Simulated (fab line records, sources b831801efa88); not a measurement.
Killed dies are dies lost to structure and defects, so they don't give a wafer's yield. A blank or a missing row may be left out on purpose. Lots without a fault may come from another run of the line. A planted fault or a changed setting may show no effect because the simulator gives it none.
fab line records | flow sky130
record lots=7 wafers=21 last_day=50
route steps=708 shown SONOS_ONO@176 GATE_OXIDE@187 POLY_GATE@204 PAD_OPEN@708
lots that met no fault: from a run of the same line without faults
start_h: hours from the record's first day to the start of the lot's first wafer shown | wait_h: hours since the lot's step before | " the same as in the row above | L1.1+2: a row that stands for several wafers | - no value, or no start given | * or withheld: withheld | < > ~ a bound
route shown NAME@n: a module of which the file shows steps, and the number in the route of the first | usual: mean/standard deviation of fault-free wafers | same: alike in all rows | chamber/n: place in a boat | sites: the reading at each site | _std_site: their standard deviation | _edge_site: outer sites' mean less inner sites' | radius_mm: how far each site lies from the wafer's centre | mask NAME#n: copy n | behind: the tool/chamber that last shaped the wafer | hold: why the lot was held/for how many hours/how that ended | device: the transistor (n, p or np) that didn't switch | end of line: the same wafers' tests at the end of the route | a step without rows: its recipe alone | killed: dies lost to structure and defects at the first sort, not the wafer's yield | map: a wafer's dies, x killed, . not, _ none there
set.NAME: the setting as run; set.NAME@STEP: as run at that earlier step | model.NAME: the simulator's own value behind a step, which no gauge read
lots at some steps of the route; a table a step, a row a wafer
services: from which hour (start_h, from the record's first day; less than 0 if before it) a tool's chamber was out of use, for how many hours, and why
## steps
# step SKY_SONOS_ONO_COAT_08
# recipe resist=NOVOLAK spin_rpm=3000 resist_thk_nm=1140
# step SKY_SONOS_ONO_SOFTBAKE_09
# recipe temp_c=90 time_s=60 resist=NOVOLAK
# step SKY_SONOS_ONO_EXPOSE_10
# recipe mask_id=ONOM target_cd_nm=410 na=0.6 source_shape=conventional sigma_outer=0.6 dose_mj=150
# step SKY_SONOS_ONO_PEB_11
# recipe temp_c=withheld time_s=* resist=NOVOLAK
# step SKY_SONOS_ONO_DEVELOP_12
# recipe develop_time_s=60 dev_temp_c=23
# step SKY_SONOS_ONO_CD_MEAS_13
# recipe target_cd_nm=410
# usual cd_nm=410.0/2.3
# columns lot.wafer tool chamber start_h wait_h cd_nm
L463.1 cd_sem-02 - 292.42 0.1 410.8
L463.3 " - " " 411.0
L463.5 " - " " 409.7
L472.2 cd_sem-01 - 366.60 0.1 407.7
L472.3 " - " " 408.9
L472.6 " - " " 408.9
L473.1 cd_sem-01 - 375.78 0.1 408.1
L473.3 " - " " 406.8
L473.4 " - " " 406.8
L477.3 cd_sem-02 - 412.52 0.1 412.5
L477.4 " - " " 413.3
L477.5 " - " " 411.9
L478.4 cd_sem-02 - 416.69 0.1 410.8
L478.5 " - " " 408.6
L478.6 " - " " 411.5
L479.2 cd_sem-02 - 422.15 0.1 411.8
L479.5 " - " " 411.3
L479.6 " - " " 410.5
L484.2 cd_sem-01 - 471.50 0.1 409.3
L484.3 " - " " 408.3
L484.5 " - " " 409.1
# step SKY_SONOS_ONO_OVL_MEAS_14
# usual SONOS_ONO_OVL=-0.6/1.3
# columns lot.wafer tool chamber start_h wait_h SONOS_ONO_OVL[nm]
L463.1 overlay-01 - 292.54 0.1 -1.7
L463.3 " - " " -0.8
L463.5 " - " " -1.6
L472.2 overlay-01 - 366.71 0.1 -1.4
L472.3 " - " " -1.6
L472.6 " - " " -1.4
L473.1 overlay-01 - 375.90 0.1 -0.1
L473.3 " - " " -1.1
L473.4 " - " " 0.6
L477.3 overlay-01 - 412.62 0.1 -1.4
L477.4 " - " " -3.0
L477.5 " - " " -0.8
L478.4 overlay-02 - 416.77 0.1 -1.3
L478.5 " - " " -1.4
L478.6 " - " " -2.9
L479.2 overlay-01 - 422.26 0.1 -2.4
L479.5 " - " " -1.3
L479.6 " - " " -0.5
L484.2 overlay-01 - 471.61 0.1 -2.2
L484.3 " - " " -0.9
L484.5 " - " " -0.3
# step SKY_SONOS_ONO_ETCH_15
# recipe target_depth_nm=19.52 chemistry=CHF3/O2 source_w=600 bias_w=200 pressure_mtorr=40 chf3_flow_sccm=50 O2_flow_sccm=5 time_s=7.8
# usual drypump_motor_current_A=5.8/0.51 oes_product_au=1.002/0.0085 throttle_valve_pct=8.826/0.0088
# columns lot.wafer tool chamber start_h wait_h drypump_motor_current_A oes_product_au rf_hours_counter_h throttle_valve_pct
L463.1 rie_diel-04 0 292.57 0.0 5.5 1.022 2 8.819
L463.3 " 2 " " 4.9 1.007 50 8.824
L463.5 " 1 " " 6.6 1.011 - 8.823
L472.2 rie_diel-02 1 366.74 0.0 5.9 0.989 12 8.822
L472.3 " 3 " " 6.0 1.008 5 8.840
L472.6 " 2 " " 5.7 1.000 - 8.810
L473.1 rie_diel-04 3 375.94 0.0 6.0 1.002 34 8.832
L473.3 " 0 " " 5.5 1.017 3 8.815
L473.4 " 1 " " 6.6 1.002 82 8.827
L477.3 rie_diel-04 2 412.64 0.0 5.0 0.992 52 8.833
L477.4 " 1 " " 6.6 1.003 83 8.839
L477.5 " 0 " " 5.5 1.009 - 8.842
L478.4 rie_diel-02 3 416.80 0.0 6.0 1.000 - 8.821
L478.5 " 0 " " 4.8 0.999 - 8.825
L478.6 " 1 " " 5.9 1.002 - 8.812
L479.2 rie_diel-01 0 422.29 0.0 6.3 1.001 5 8.836
L479.5 " 1 " " 5.4 1.006 - 8.826
L479.6 " 0 " " 6.3 1.002 - 8.815
L484.2 rie_diel-01 2 471.64 0.0 5.9 1.004 6 8.826
L484.3 " 1 " " 5.4 0.993 37 8.816
L484.5 " 0 " " 6.3 0.994 - 8.825
# step SKY_SONOS_ONO_WET_ETCH_16
# recipe chemistry=dHF target_depth_nm=14 dry=n2_spin target=SiO2 dilution=100:1 temp_c=25 time_s=280
# step SKY_SONOS_ONO_STRIP_17
# recipe chemistry=O2/N2 power_w=1400 pressure_mtorr=1500 platen_temp_c=withheld o2_flow_sccm=3000 n2_flow_sccm=300 overash_fraction=0.5
# usual drypump_motor_current_A=5.5/0.37 oes_product_au=0.710/0.0047 strip_time_to_endpoint_s=14.09/0.039
# columns lot.wafer tool chamber start_h wait_h drypump_motor_current_A oes_product_au rf_hours_counter_h strip_time_to_endpoint_s
L463.1 plasma_asher-04 0 292.68 0.0 5.5 0.721 49 14.10
L463.3 " 1 " " 4.9 0.710 - 14.11
L463.5 " 0 " " 5.5 0.711 - 14.07
L472.2 plasma_asher-04 1 366.85 0.0 4.9 0.708 57 14.12
L472.3 " 0 " " 5.4 0.713 - 14.10
L472.6 " 0 " " 5.4 0.717 - 14.04
L473.1 plasma_asher-03 0 376.04 0.0 5.5 0.713 69 14.07
L473.3 " 0 " " 5.5 0.710 - 14.08
L473.4 " 1 " " 5.9 0.709 - 14.02
L477.3 plasma_asher-01 1 412.78 0.0 5.4 0.717 - 14.05
L477.4 " 0 " " 5.9 0.710 - 14.08
L477.5 " 0 " " 6.0 0.712 - 14.10
L478.4 plasma_asher-01 0 416.93 0.0 5.9 0.710 - 14.10
L478.5 " 0 " " 5.9 0.713 - 14.13
L478.6 " 1 " " 5.5 0.705 - 14.11
L479.2 plasma_asher-04 1 422.40 0.0 4.9 0.720 63 14.12
L479.5 " 1 " " 4.9 0.711 - 14.15
L479.6 " 0 " " 5.4 0.713 - 14.10
L484.2 plasma_asher-04 1 471.75 0.0 4.9 0.711 68 14.09
L484.3 " 0 " " 5.4 0.704 - 14.13
L484.5 " 1 " " 4.9 0.710 - 14.14
# step SKY_SONOS_ONO_WET_ETCH_18
# recipe chemistry=H3PO4 target_depth_nm=15 target=Si3N4 temp_c=160 time_s=172
# step SKY_GATE_OXIDE_CLEAN_00
# recipe chemistry=SC1/SC2 mix=1:4:20 temp_c=70 time_s=150 dry=n2_spin
# step SKY_GATE_OXIDE_OXIDATION_01
# recipe temp_c=900 ambient=O2 stabilise_s=600 purge_s=300 target_thk_a=102.68 ox_time_s=1473
# usual spike_tc_centre_C=900.2/0.99 spike_tc_lower_C=900.7/1.1 spike_tc_top_C=909.0/2.5 spike_tc_upper_C=898.8/1.1 tube_center_temp_C=900.01/0.079 tube_center_temp_C_max=902.3/0.37
# columns lot.wafer tool chamber start_h wait_h spike_tc_centre_C spike_tc_lower_C spike_tc_top_C spike_tc_upper_C tube_center_temp_C tube_center_temp_C_max model.SiO2_of_GATE_OXIDE_OXIDATION_01.thk_nm
L463.1 furnace-01 0 293.54 0.7 899.5 900.9 911.9 900.2 899.99 903.2 10.32
L463.3 " 0 " " 900.9 900.6 909.2 898.8 900.04 902.1 10.47
L463.5 " 0 " " 901.4 901.9 911.3 898.6 899.96 902.1 10.41
L472.2 furnace-02 0 367.99 0.9 900.2 899.5 905.7 898.9 899.99 902.1 10.2
L472.3 " 0 " " 899.1 901.3 906.8 897.9 900.04 902.3 10.3
L472.6 " 0 " " 899.8 900.4 906.8 897.9 900.02 901.9 10.18
L473.1 furnace-01 0 378.13 1.9 899.3 899.8 911.0 900.8 899.93 902.3 10.53
L473.3 " 0 " " 899.8 900.7 911.4 900.6 899.95 901.9 10.59
L473.4 " 0 " " 899.5 900.8 912.0 899.8 899.92 901.9 10.57
L477.3 furnace-02 0 413.10 0.1 891.4 892.5 897.9 890.0 892.15 895.0 9.489
L477.4 " 0 " " 892.7 892.1 898.1 888.5 892.24 895.6 9.494
L477.5 " 0 " " 892.3 893.1 899.2 890.3 892.16 894.4 9.422
L478.4 furnace-02 0 417.10 0.0 892.7 893.7 897.6 889.4 892.13 894.3 9.473
L478.5 " 0 " " 894.1 892.9 897.3 889.1 892.03 894.5 9.427
L478.6 " 0 " " 890.9 893.4 898.2 890.2 892.04 894.7 9.517
L479.2 furnace-02 0 422.60 0.0 890.6 891.5 897.8 889.2 892.24 894.7 9.256
L479.5 " 0 " " 891.0 893.1 897.5 889.9 892.08 894.3 9.325
L479.6 " 0 " " 891.4 892.2 897.8 890.7 892.12 895.4 9.269
L484.2 furnace-01 0 472.32 0.4 899.6 902.5 910.1 900.9 900.07 902.8 10.39
L484.3 " 0 " " 900.5 900.5 911.7 899.6 899.93 901.7 10.65
L484.5 " 0 " " 899.6 900.6 909.3 898.4 899.98 901.9 10.5
# step SKY_GATE_OXIDE_THK_MEAS_02
# recipe reads=SiO2_of_GATE_OXIDE_OXIDATION_01
# usual GATE_OXIDE_OXIDATION_00_THK=10.30/0.17
# columns lot.wafer tool chamber start_h wait_h GATE_OXIDE_OXIDATION_00_THK[nm]
L463.1 film_metro-02 - 294.95 0.0 10.32
L463.3 " - " " 10.49
L463.5 " - " " 10.44
L472.2 film_metro-02 - 369.41 0.0 10.18
L472.3 " - " " 10.30
L472.6 " - " " 10.14
L473.1 film_metro-04 - 379.54 0.0 10.51
L473.3 " - " " 10.55
L473.4 " - " " 10.55
L477.3 film_metro-02 - 414.53 0.0 9.51
L477.4 " - " " 9.52
L477.5 " - " " 9.40
L478.4 film_metro-01 - 418.54 0.0 9.49
L478.5 " - " " 9.44
L478.6 " - " " 9.45
L479.2 film_metro-04 - 424.02 0.0 9.29
L479.5 " - " " 9.31
L479.6 " - " " 9.32
L484.2 film_metro-04 - 473.74 0.0 10.40
L484.3 " - " " 10.67
L484.5 " - " " 10.52
# step SKY_GATE_OXIDE_DEHYDRATE_03
# recipe temp_c=200 time_s=60
# step SKY_GATE_OXIDE_HMDS_04
# recipe prime_time_s=60 prime_temp_c=120
# step SKY_GATE_OXIDE_COAT_05
# recipe resist=NOVOLAK spin_rpm=3000 resist_thk_nm=1140
# step SKY_GATE_OXIDE_SOFTBAKE_06
# recipe temp_c=90 time_s=60 resist=NOVOLAK
# step SKY_GATE_OXIDE_EXPOSE_07
# recipe mask_id=LVOM na=0.6 source_shape=conventional sigma_outer=0.6 polarization=unpolarized target_cd_nm=600 dose_mj=170
# step SKY_GATE_OXIDE_PEB_08
# recipe temp_c=withheld time_s=* resist=NOVOLAK
# step SKY_GATE_OXIDE_DEVELOP_09
# recipe resist=NOVOLAK developer=TMAH develop_time_s=60 dev_temp_c=23
# step SKY_GATE_OXIDE_OVL_MEAS_10
# usual GATE_OXIDE_OVL=-0.5/1.3
# columns lot.wafer tool chamber start_h wait_h GATE_OXIDE_OVL[nm]
L463.1 overlay-01 - 320.19 0.1 0.0
L463.3 " - " " -0.7
L463.5 " - " " -2.2
L472.2 overlay-01 - 397.92 0.1 -0.8
L472.3 " - " " -2.7
L472.6 " - " " -0.8
L473.1 overlay-02 - 408.49 0.1 -0.8
L473.3 " - " " -1.0
L473.4 " - " " -2.1
L477.3 overlay-01 - 445.29 0.1 0.2
L477.4 " - " " 0.9
L477.5 " - " " 1.0
L478.4 overlay-02 - 449.50 0.1 -0.3
L478.5 " - " " -2.1
L478.6 " - " " -1.6
L479.2 overlay-02 - 454.83 0.1 1.3
L479.5 " - " " 0.4
L479.6 " - " " -0.1
L484.2 overlay-02 - 504.70 0.1 -1.5
L484.3 " - " " -0.2
L484.5 " - " " 0.0
# step SKY_GATE_OXIDE_IMPLANT_11
# recipe species=B energy_kev=10 dose_cm2=2.6e+12 tilt_deg=withheld
# step SKY_GATE_OXIDE_WET_ETCH_12
# recipe chemistry=dHF target_depth_nm=16.8 dry=n2_spin target=SiO2 dilution=100:1 temp_c=25 time_s=336
# step SKY_GATE_OXIDE_STRIP_13
# recipe chemistry=O2/N2 power_w=1400 pressure_mtorr=1500 platen_temp_c=withheld o2_flow_sccm=3000 n2_flow_sccm=300 overash_fraction=0.5
# usual drypump_motor_current_A=5.68/0.18 oes_product_au=0.716/0.0043 strip_time_to_endpoint_s=14.18/0.048
# columns lot.wafer tool chamber start_h wait_h drypump_motor_current_A oes_product_au rf_hours_counter_h strip_time_to_endpoint_s
L463.1 plasma_asher-01 1 320.50 0.0 5.44 0.716 62 14.14
L463.3 " 0 " " 5.96 0.720 - 14.17
L463.5 " 1 " " 5.47 0.718 - 14.15
L472.2 plasma_asher-03 1 398.21 0.0 5.88 0.718 72 14.16
L472.3 " 0 " " 5.52 0.720 - 14.16
L472.6 " 0 " " 5.52 0.724 - 14.21
L473.1 plasma_asher-03 0 408.79 0.0 5.51 0.717 72 14.13
L473.3 " 0 " " 5.52 0.713 - 14.11
L473.4 " 1 " " 5.94 0.719 - 14.09
L477.3 plasma_asher-03 0 445.61 0.0 5.53 0.710 - 14.21
L477.4 " 1 " " 5.90 0.711 - 14.19
L477.5 " 0 " " 5.53 0.712 - 14.24
L478.4 plasma_asher-03 0 449.80 0.0 5.52 0.716 - 14.20
L478.5 " 0 " " 5.52 0.726 - 14.13
L478.6 " 1 " " 5.90 0.713 - 14.15
L479.2 plasma_asher-01 0 455.12 0.0 5.95 0.720 75 14.19
L479.5 " 1 " " 5.46 0.708 - 14.13
L479.6 " 0 " " 5.96 0.723 - 14.21
L484.2 plasma_asher-03 0 504.98 0.0 5.55 0.708 7 14.16
L484.3 " 1 " " 5.93 0.716 - 14.18
L484.5 " 1 " " 5.88 0.713 - 14.18
# step SKY_GATE_OXIDE_TW_MEAS_14
# usual GATE_OXIDE_TW=224/4.2
# columns lot.wafer tool chamber start_h wait_h GATE_OXIDE_TW
L463.1 film_metro-02 - 320.60 0.1 221
L463.3 " - " " 221
L463.5 " - " " 220
L472.2 film_metro-04 - 398.32 0.1 230
L472.3 " - " " 230
L472.6 " - " " 230
L473.1 film_metro-04 - 408.89 0.1 226
L473.3 " - " " 228
L473.4 " - " " 228
L477.3 film_metro-04 - 445.70 0.1 230
L477.4 " - " " 231
L477.5 " - " " 230
L478.4 film_metro-04 - 449.90 0.1 231
L478.5 " - " " 231
L478.6 " - " " 230
L479.2 film_metro-04 - 455.23 0.1 230
L479.5 " - " " 230
L479.6 " - " " 232
L484.2 film_metro-02 - 505.09 0.1 220
L484.3 " - " " 221
L484.5 " - " " 222
# step SKY_GATE_OXIDE_CLEAN_15
# recipe chemistry=SC1/SC2 mix=1:4:20 temp_c=70 time_s=150 dry=n2_spin
# step SKY_GATE_OXIDE_OXIDATION_16
# recipe temp_c=800 ambient=O2 idle_temp_c=700 ramp_up_c_per_min=10 ramp_down_c_per_min=3 stabilise_s=600 purge_s=300 target_thk_a=35.7 ox_time_s=1915
# usual spike_tc_centre_C=800.4/0.98 spike_tc_lower_C=800.7/1 spike_tc_top_C=810.4/2.6 spike_tc_upper_C=798.3/1.2 tube_center_temp_C=799.99/0.067 tube_center_temp_C_max=802.01/0.3
# columns lot.wafer tool chamber start_h wait_h spike_tc_centre_C spike_tc_lower_C spike_tc_top_C spike_tc_upper_C tube_center_temp_C tube_center_temp_C_max model.SiO2_of_GATE_OXIDE_OXIDATION_01.thk_nm
L463.1 furnace-01 0 322.81 2.1 800.8 801.2 813.5 798.5 800.12 802.00 11.68
L463.3 " 0 " " 801.7 801.9 813.8 800.2 799.91 801.95 11.83
L463.5 " 0 " " 800.8 800.6 813.5 799.1 799.93 802.01 11.78
L472.2 furnace-02 0 398.78 0.4 799.3 802.8 808.0 797.1 799.95 801.61 11.55
L472.3 " 0 " " 800.3 800.1 807.4 797.5 799.99 802.16 11.64
L472.6 " 0 " " 801.0 800.6 808.6 797.0 800.18 801.93 11.52
L473.1 furnace-01 0 409.00 0.0 800.0 801.0 813.8 799.4 799.95 801.59 11.86
L473.3 " 0 " " 800.0 801.0 811.5 799.1 800.03 802.29 11.9
L473.4 " 0 " " 803.4 800.0 813.3 798.4 800.07 801.79 11.89
L477.3 furnace-01 0 448.48 2.7 800.2 801.8 812.7 799.5 799.98 801.98 10.89
L477.4 " 0 " " 800.7 800.8 810.3 799.0 800.02 802.14 10.88
L477.5 " 0 " " 799.7 800.3 812.9 800.5 800.01 801.99 10.79
L478.4 furnace-01 0 451.51 1.5 801.1 802.2 813.0 799.7 800.01 802.05 10.89
L478.5 " 0 " " 800.5 799.7 813.7 799.7 799.92 802.76 10.84
L478.6 " 0 " " 800.3 801.4 813.4 799.1 800.04 801.78 10.93
L479.2 furnace-02 0 455.58 0.3 799.4 800.2 806.0 798.1 800.06 802.33 10.66
L479.5 " 0 " " 801.5 800.1 809.2 797.3 799.99 801.80 10.72
L479.6 " 0 " " 799.9 798.6 807.0 796.1 800.07 802.22 10.68
L484.2 furnace-01 0 505.19 0.0 800.3 799.9 813.2 799.2 799.93 802.07 11.78
L484.3 " 0 " " 800.1 799.5 813.8 798.9 799.88 802.37 12.03
L484.5 " 0 " " 800.0 800.7 812.4 798.9 800.01 801.86 11.88
# step SKY_POLY_GATE_CVD_00
# recipe material=poly-Si target_thk_nm=180 temp_c=620 time_s=720 pressure_mtorr=200
# step SKY_PAD_OPEN_PROBE_99
# usual killed_at_M0_to_M3=44/7.2 killed_at_M4_up=3.0/1.9 killed_at_contacts=25/4.8 killed_at_front_end=16/4.2 killed_at_other=0.2/0.44 killed_dies=88/9.3 killed_open=48/7.1 killed_short=40/6.5
# same gross_dies=492 killed_at_back_side=0
# columns lot.wafer tool chamber start_h wait_h killed_at_M0_to_M3 killed_at_M4_up killed_at_contacts killed_at_front_end killed_at_other killed_dies killed_open killed_short model.etest.nfet_16v.r_on_ohm_um model.etest.pfet_g5v0d10v5.r_on_ohm_um model.etest.tip_sonos.rs_ohm_sq model.etest.nfet_g5v0d10v5.r_on_ohm_um model.etest.nfet_g5v0d10v5.drive_ua_um model.etest.nfet_05v0_nvt.drive_ua_um model.etest.pfet_g5v0d10v5.drive_ua_um model.etest.nfet_16v.drive_ua_um
L463.1 prober-02 - 1083.50 0.1 50 2 24 13 0 89 46 43 1.433e+04 4698 2733 1873 606.7 571.3 347.2 218.8
L463.3 prober-02 - 1083.60 0.2 48 3 21 16 0 88 52 36 1.442e+04 4746 2726 1916 597.9 565.7 341.9 215.8
L463.5 prober-02 - 1083.70 0.2 48 5 20 12 0 85 43 42 1.42e+04 4684 2756 1874 600.4 570.8 349.7 217.6
L472.2 prober-01 - 1138.53 0.1 35 3 16 20 0 74 44 30 1.395e+04 4728 2639 1882 606.8 580 342.1 222.6
L472.3 prober-01 - 1138.58 0.2 45 3 18 19 0 85 44 41 1.404e+04 4804 2683 1891 604.6 574 339.6 222.4
L472.6 prober-01 - 1138.73 0.2 37 4 13 12 0 66 29 37 1.407e+04 4786 2652 1888 608.3 581.4 342.7 224
L473.1 prober-02 - 1143.40 0.1 41 3 31 17 0 92 44 48 1.425e+04 4868 2717 1925 591.7 570 335.6 218.6
L473.3 prober-02 - 1143.50 0.2 44 4 27 21 0 96 54 42 1.435e+04 4813 2680 1918 596.7 568.2 337.7 216.8
L473.4 prober-02 - 1143.55 0.2 43 0 27 16 1 87 58 29 1.416e+04 4844 2738 1906 594.1 565.1 334.1 218
L478.4 prober-01 - 1168.67 0.2 54 6 22 13 0 95 53 42 1.38e+04 4526 2508 1808 649.4 614.2 362.3 236.4
L478.5 prober-01 - 1168.72 0.2 41 4 15 12 0 72 37 35 1.368e+04 4512 2489 1792 646.7 620 364.9 237.8
L478.6 prober-01 - 1168.77 0.2 36 1 21 17 0 75 43 32 1.374e+04 4561 2515 1782 648.2 612 361.1 234.7
L479.2 prober-02 - 1170.05 0.1 42 3 37 25 0 107 64 43 1.368e+04 4542 2507 1770 661.7 623.2 369.5 239.9
L479.5 prober-02 - 1170.20 0.2 40 4 23 15 0 82 30 52 1.365e+04 4605 2479 1820 652 613.9 359.5 238.4
L479.6 prober-02 - 1170.25 0.2 47 2 17 15 0 81 39 42 1.359e+04 4539 2479 1816 651.5 612.7 363.7 239.2
L484.2 prober-01 - 1196.55 0.1 60 1 22 21 1 105 57 48 1.395e+04 4749 2676 1880 604.2 572.4 338.6 222
L484.3 prober-01 - 1196.60 0.2 41 4 21 19 0 85 51 34 1.41e+04 4851 2701 1910 592 564.3 328.9 215.3
L484.5 prober-01 - 1196.70 0.2 41 5 18 13 0 77 48 29 1.392e+04 4834 2674 1883 598.4 563.3 331.6 218.3
# killed by level:class
L463.1 VIA1:geometric_particle:open=13 LI_CONTACT:geometric_particle:open=9 METAL2:geometric_particle:short=8 CONTACT:geometric_particle:open=5 VIA1:geometric_particle:short=5 METAL1:geometric_particle:short=5 VIA3:geometric_particle:open=5 LOCAL_INTERCONNECT:geometric_particle:short=4
L463.3 VIA1:geometric_particle:open=10 VIA3:geometric_particle:open=7 VIA1:geometric_particle:short=7 VIA2:geometric_particle:open=7 FIELD_ISO:geometric_particle:open=6 CONTACT:geometric_particle:open=6 LI_CONTACT:geometric_particle:open=4 CONTACT:geometric_particle:short=4
L463.5 VIA1:geometric_particle:open=12 CONTACT:geometric_particle:open=8 METAL1:geometric_particle:short=7 VIA3:geometric_particle:open=7 VIA1:geometric_particle:short=6 METAL2:geometric_particle:short=6 FIELD_ISO:geometric_particle:short=5 LI_CONTACT:geometric_particle:open=5
L472.2 POLY_GATE:geometric_particle:open=8 VIA1:geometric_particle:open=8 LI_CONTACT:geometric_particle:open=7 VIA3:geometric_particle:open=7 POLY_GATE:geometric_particle:short=6 CONTACT:geometric_particle:open=5 METAL1:geometric_particle:short=5 VIA2:geometric_particle:open=5
L472.3 VIA1:geometric_particle:open=11 VIA2:geometric_particle:open=9 CONTACT:geometric_particle:open=8 METAL1:geometric_particle:short=7 FIELD_ISO:geometric_particle:open=5 VIA1:geometric_particle:short=5 FIELD_ISO:geometric_particle:short=4 LOCAL_INTERCONNECT:geometric_particle:short=4
L472.6 METAL1:geometric_particle:short=7 VIA3:geometric_particle:open=5 VIA2:geometric_particle:open=5 POLY_GATE:geometric_particle:open=4 VIA1:geometric_particle:short=4 VIA1:geometric_particle:open=4 VIA2:geometric_particle:short=4 METAL3:geometric_particle:short=4
L473.1 VIA1:geometric_particle:open=11 CONTACT:geometric_particle:open=11 CONTACT:geometric_particle:short=7 METAL1:geometric_particle:short=6 FIELD_ISO:geometric_particle:open=5 LOCAL_INTERCONNECT:geometric_particle:short=5 METAL2:geometric_particle:short=5 FIELD_ISO:geometric_particle:short=4
L473.3 CONTACT:geometric_particle:open=12 VIA3:geometric_particle:open=7 FIELD_ISO:geometric_particle:open=6 CONTACT:geometric_particle:short=6 METAL2:geometric_particle:short=6 VIA1:geometric_particle:open=6 POLY_GATE:geometric_particle:open=5 VIA1:geometric_particle:short=5
L473.4 CONTACT:geometric_particle:open=11 VIA3:geometric_particle:open=9 VIA1:geometric_particle:open=8 FIELD_ISO:geometric_particle:open=7 POLY_GATE:geometric_particle:open=5 LI_CONTACT:geometric_particle:open=5 CONTACT:geometric_particle:short=5 VIA2:geometric_particle:open=5
L478.4 VIA1:geometric_particle:open=16 LOCAL_INTERCONNECT:geometric_particle:short=8 VIA2:geometric_particle:open=8 METAL1:geometric_particle:short=6 POLY_GATE:geometric_particle:open=5 LI_CONTACT:geometric_particle:open=5 VIA3:geometric_particle:open=5 CONTACT:geometric_particle:short=4
L478.5 VIA1:geometric_particle:open=11 VIA3:geometric_particle:open=10 METAL1:geometric_particle:short=7 LI_CONTACT:geometric_particle:open=4 LOCAL_INTERCONNECT:geometric_particle:short=4 VIA2:geometric_particle:open=4 METAL4:geometric_particle:short=4 FIELD_ISO:geometric_particle:short=3
L478.6 VIA1:geometric_particle:open=9 FIELD_ISO:geometric_particle:open=6 VIA3:geometric_particle:open=6 CONTACT:geometric_particle:open=6 METAL1:geometric_particle:short=6 POLY_GATE:geometric_particle:open=5 LOCAL_INTERCONNECT:geometric_particle:short=4 LI_CONTACT:geometric_particle:short=4
L479.2 CONTACT:geometric_particle:open=16 LI_CONTACT:geometric_particle:open=10 VIA1:geometric_particle:open=9 FIELD_ISO:geometric_particle:short=8 POLY_GATE:geometric_particle:open=8 VIA2:geometric_particle:open=8 LOCAL_INTERCONNECT:geometric_particle:short=6 METAL3:geometric_particle:short=5
L479.5 CONTACT:geometric_particle:short=9 VIA2:geometric_particle:open=7 VIA3:geometric_particle:open=7 VIA1:geometric_particle:short=6 LOCAL_INTERCONNECT:geometric_particle:short=6 FIELD_ISO:geometric_particle:short=5 LI_CONTACT:geometric_particle:open=5 METAL1:geometric_particle:short=5
L479.6 VIA1:geometric_particle:open=8 VIA3:geometric_particle:open=7 METAL1:geometric_particle:short=6 METAL2:geometric_particle:short=6 VIA2:geometric_particle:open=6 LI_CONTACT:geometric_particle:open=5 POLY_GATE:geometric_particle:short=4 LOCAL_INTERCONNECT:geometric_particle:short=4
L484.2 VIA2:geometric_particle:open=13 CONTACT:geometric_particle:open=8 VIA1:geometric_particle:open=8 VIA2:geometric_particle:short=8 VIA3:geometric_particle:open=8 LI_CONTACT:geometric_particle:open=7 FIELD_ISO:geometric_particle:short=6 FIELD_ISO:geometric_particle:open=5
L484.3 LI_CONTACT:geometric_particle:open=8 CONTACT:geometric_particle:open=8 VIA3:geometric_particle:open=8 POLY_GATE:geometric_particle:open=6 METAL1:geometric_particle:short=6 VIA2:geometric_particle:open=6 FIELD_ISO:geometric_particle:short=5 METAL1:geometric_particle:open=5
L484.5 VIA1:geometric_particle:open=8 FIELD_ISO:geometric_particle:open=7 CONTACT:geometric_particle:open=7 VIA2:geometric_particle:open=5 LI_CONTACT:geometric_particle:open=5 CONTACT:geometric_particle:short=5 METAL1:geometric_particle:short=5 VIA1:geometric_particle:short=4
## services
# columns tool chamber start_h hours kind
furnace-01 - 283.35 1.2 repair
plasma_asher-01 - 298.93 6.8 repair
rie_diel-01 - 310.09 0.5 repair
plasma_asher-03 - 313.40 1.9 repair
plasma_asher-01 - 357.99 0.5 repair
rie_diel-01 - 367.18 2.1 repair
rie_diel-01 - 370.27 28.1 pm
rie_diel-02 0 405.02 3.5 repair
rie_diel-02 2 414.64 3.4 repair
plasma_asher-01 - 415.83 0.4 repair
plasma_asher-03 - 421.25 9.0 pm
plasma_asher-03 0 421.25 9.0 vent_cycle
plasma_asher-03 1 421.25 9.0 vent_cycle
rie_diel-02 - 423.66 14.6 pm
rie_diel-01 3 425.04 4.0 repair
plasma_asher-03 - 427.01 0.8 repair
plasma_asher-03 0 430.25 - clean
plasma_asher-03 1 430.25 - clean
plasma_asher-01 - 431.53 0.6 repair
plasma_asher-03 - 453.94 3.0 repair
furnace-02 - 460.98 2.9 pm
rie_diel-02 0 480.24 - clean
furnace-02 - 488.37 3.1 pm
rie_diel-01 1 500.46 51.2 repair
## key
first_sign step=SKY_GATE_OXIDE_OXIDATION_01 reading=tube_center_temp_C direction=down sigmas=87 usual=* struck=*
effect step=SKY_GATE_OXIDE_OXIDATION_01 reading=tube_center_temp_C_max direction=down sigmas=21 usual=* struck=*
effect step=SKY_GATE_OXIDE_THK_MEAS_02 reading=GATE_OXIDE_OXIDATION_00_THK direction=down sigmas=5.3 usual=10.30 struck=9.42
model_effect step=SKY_GATE_OXIDE_OXIDATION_01 value=SiO2_of_GATE_OXIDE_OXIDATION_01.thk_nm without=10.26 struck=9.408
model_effect step=SKY_GATE_OXIDE_OXIDATION_16 value=SiO2_of_GATE_OXIDE_OXIDATION_01.thk_nm without=11.6 struck=10.81
model_effect step=SKY_PAD_OPEN_PROBE_99 value=etest.nfet_16v.r_on_ohm_um without=1.415e+04 struck=1.369e+04
met_at SKY_GATE_OXIDE_OXIDATION_01
struck_wafers L477.3,L477.4,L477.5,L478.4,L478.5,L478.6,L479.2,L479.5,L479.6
rows_end L477.3,L477.4,L477.5
tester_left_out L478,L479
onset_between 367.99 413.10
fault kind=process_parameter_drift tool=furnace-02 chamber=- onset_h=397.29 steps=SKY_GATE_OXIDE_OXIDATION_01 channel=temp_c offset=* shape=step end_h=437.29 acts_in=* stated=*
# tester_left_out: of these lots the tester's yield and bins aren't shown, on N5 and GAA mostly nor the transistor test; their killed dies are dies lost to structure and defects alone, not to doping, threshold or leakage, so they don't give the yield
# rows_end: these wafers met a further fault down the route, and their rows from its step on are left out
